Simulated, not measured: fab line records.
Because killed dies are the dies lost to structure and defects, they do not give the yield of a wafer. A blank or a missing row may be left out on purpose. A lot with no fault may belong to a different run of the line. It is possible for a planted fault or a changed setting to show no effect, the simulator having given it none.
Which of the tools did it? -- flow gf180mcu -- 42 wafers from 14 lots sampled at 5 of the route's 602 steps

## WHAT THE GAUGES SHOWED, per wafer
GF_STI_CD_MEAS_12: target cd 220 nm. Usual: 220.6 nm for cd-nm, sd 1.3.
lot,measured,on,cd-nm (nm),flag
L301,day 2 01:26,cd-sem-02,221.4 222.8 221.2,
L302,day 2 06:18,cd-sem-02,222.2 221.6 220.8,
L303,day 2 13:33,cd-sem-01,221.7 220.8 221.9,
L305,day 2 21:06,cd-sem-01,222.3 221.5 220.3,
L307,day 3 09:35,cd-sem-01,218.3 218.9 219.7,
L309,day 3 21:26,cd-sem-02,221.7 221.3 221.7,
L310,day 4 06:29,cd-sem-01,219.4 218.6 218.5,
L313,day 4 15:30,cd-sem-01,223.0 222.0 221.7,
L314,day 4 21:16,cd-sem-02,219.7 220.9 221.8,
L315,day 5 02:26,cd-sem-01,222.0 221.6 223.3,
L319,day 5 23:05,cd-sem-01,222.9 223.1 222.6,
L320,day 6 03:58,cd-sem-01,219.0 219.1 219.6,
L321,day 6 07:57,cd-sem-01,220.6 219.5 220.7,
L324,day 7 00:31,cd-sem-01,219.9 219.3 220.6,

GF_STI_THK_MEAS_24. Usual: STI_CVD_23_THK 652 nm, standard deviation 5.8.
lot,measured,on,STI_CVD_23_THK (nm),flag
L301,day 2 04:06,film-metro-02,647 648 648,
L302,day 2 08:47,film-metro-04,653 660 659,
L303,day 2 15:34,film-metro-04,654 657 651,
L305,day 3 02:51,film-metro-03,659 655 656,
L307,day 3 17:52,film-metro-03,658 645 659,
L309,day 3 23:25,film-metro-02,660 656 651,
L310,day 4 08:29,film-metro-04,647 658 656,
L313,day 4 17:29,film-metro-03,656 657 651,
L314,day 4 23:16,film-metro-03,654 664 660,
L315,day 5 04:26,film-metro-04,653 641 645,
L319,day 6 01:56,film-metro-04,657 655 659,
L320,day 6 05:58,film-metro-03,642 634 645,
L321,day 6 09:56,film-metro-02,648 657 650,
L324,day 7 03:19,film-metro-02,652 657 654,

GF_DNWELL_TW_MEAS_09. Usual: DNWELL_TW 1354, standard deviation 11.
lot,measured,on,DNWELL_TW,flag
L301,day 2 18:51,film-metro-04,1353 1346 1349,
L302,day 2 23:28,film-metro-04,1334 1336 1332,
L303,day 3 08:35,film-metro-03,1359 1367 1377,
L305,day 3 22:12,film-metro-03,1356 1351 1351,
L307,day 4 11:51,film-metro-03,1711 1711 1724 1708 1706 1714,OFF
L309,day 4 16:07,film-metro-03,1369 1361 1362,
L310,day 5 02:46,film-metro-03,1699 1701 1712 1703 1704 1706,OFF
L313,day 5 11:49,film-metro-04,1353 1355 1353,
L314,day 5 16:41,film-metro-01,1704 1683 1689 1690 1698 1700,OFF
L315,day 5 23:24,film-metro-03,1359 1359 1356,
L319,day 6 20:32,film-metro-03,1350 1357 1348,
L320,day 7 01:01,film-metro-01,1346 1352 1347,
L321,day 7 05:28,film-metro-03,1373 1363 1366,
L324,day 7 22:03,film-metro-03,1355 1353 1358,

GF_LVPWELL_OVL_MEAS_07. Usual: LVPWELL_OVL -0.5 nm, standard deviation 1.3.
lot,measured,on,LVPWELL_OVL (nm),flag
L301,day 3 20:41,overlay-02,0.2 -1.4 -1.2,
L302,day 4 00:14,overlay-02,-1.6 -0.2 0.3,
L303,day 4 11:13,overlay-02,0.3 -0.1 0.4,
L305,day 5 02:53,overlay-01,-1.0 -1.3 -3.9,
L307,day 5 16:08,overlay-02,-0.6 0.1 -3.0,
L309,day 5 21:56,overlay-01,0.7 -0.1 2.3,
L310,day 6 08:17,overlay-01,-1.2 0.8 1.8,
L313,day 6 18:41,overlay-01,-0.8 0.2 -0.1,
L314,day 6 23:08,overlay-02,-0.9 0.4 0.1,
L315,day 7 06:44,overlay-01,-2.1 -1.2 -1.2,
L319,day 8 05:51,overlay-01,-0.2 -0.1 1.1,
L320,day 8 09:41,overlay-01,0.8 1.0 2.0,
L321,day 8 14:14,overlay-02,-2.0 -1.3 -1.9,
L324,day 9 07:14,overlay-01,0.7 -0.5 -2.4,

## WHAT TOOL EACH LOT RAN ON (gives the tool, then ch and the chambers of the sampled wafers, and finally the start)
lot,GF_DNWELL_IMPLANT_07
L301,"implanter-04 ch 0, day 2 18:36"
L302,"implanter-01 ch 0, day 2 23:13"
L303,"implanter-02 ch 0, day 3 08:22"
L305,"implanter-02 ch 0, day 3 21:57"
L307,"implanter-01 ch 0, day 4 11:00"
L309,"implanter-01 ch 0, day 4 15:52"
L310,"implanter-01 ch 0, day 5 02:05"
L313,"implanter-04 ch 0, day 5 11:35"
L314,"implanter-01 ch 0, day 5 15:59"
L315,"implanter-04 ch 0, day 5 23:09"
L319,"implanter-01 ch 0, day 6 20:20"
L320,"implanter-01 ch 0, day 7 00:48"
L321,"implanter-04 ch 0, day 7 05:14"
L324,"implanter-04 ch 0, day 7 21:50"
- GF_DNWELL_IMPLANT_07

## AS READ BY THE TOOLS THEMSELVES (means over the sampled wafers that have a number; for cases with no such wafer, the mark the record gives instead)
GF_DNWELL_IMPLANT_07. Usual: beam-on-s 10.01 s, standard deviation 0.21; tilt-deg 0.003 degrees, standard deviation 0.021.
lot,tool,beam-on-s (s),tilt-deg (degrees),flag
L301,implanter-04,9.95,0.001,
L302,implanter-01,9.86,-0.007,
L303,implanter-02,10.09,-0.000,
L305,implanter-02,10.20,-0.037,
L307,implanter-01,10.27,0.002,
L309,implanter-01,9.88,0.013,
L310,implanter-01,10.04,0.004,
L313,implanter-04,10.04,-0.008,
L314,implanter-01,10.00,0.009,
L315,implanter-04,10.01,0.020,
L319,implanter-01,9.70,0.007,
L320,implanter-01,9.85,-0.003,
L321,implanter-04,10.04,-0.001,
L324,implanter-04,10.08,0.016,

## THE ANSWER, worked out from the rows above alone
Rule: a lot counts as off when the mean over its wafers that have a number is more than 3 standard deviations away from the usual mean. A lot without any number at a reading at which 4 lots or more have one is off too. The other lots that the step has rows for count as sound. First the gauges in route order, then the tools' own readings, where a lot's mean is used as printed above. At the first step where some lot is off, the reading lying furthest off is the one used; lots without a number count as furthest.
Off: L307, L310, L314, seen at GF_DNWELL_TW_MEAS_09 (DNWELL_TW).
A tool fits if, at a process step before that reading, it ran every lot that is off, and no sound lot after the first of them. Those tools and the gauges at GF_DNWELL_TW_MEAS_09 are tried in the same way. None of those tried fits.

## WHAT HAD BEEN PUT IN BY THE SIMULATOR
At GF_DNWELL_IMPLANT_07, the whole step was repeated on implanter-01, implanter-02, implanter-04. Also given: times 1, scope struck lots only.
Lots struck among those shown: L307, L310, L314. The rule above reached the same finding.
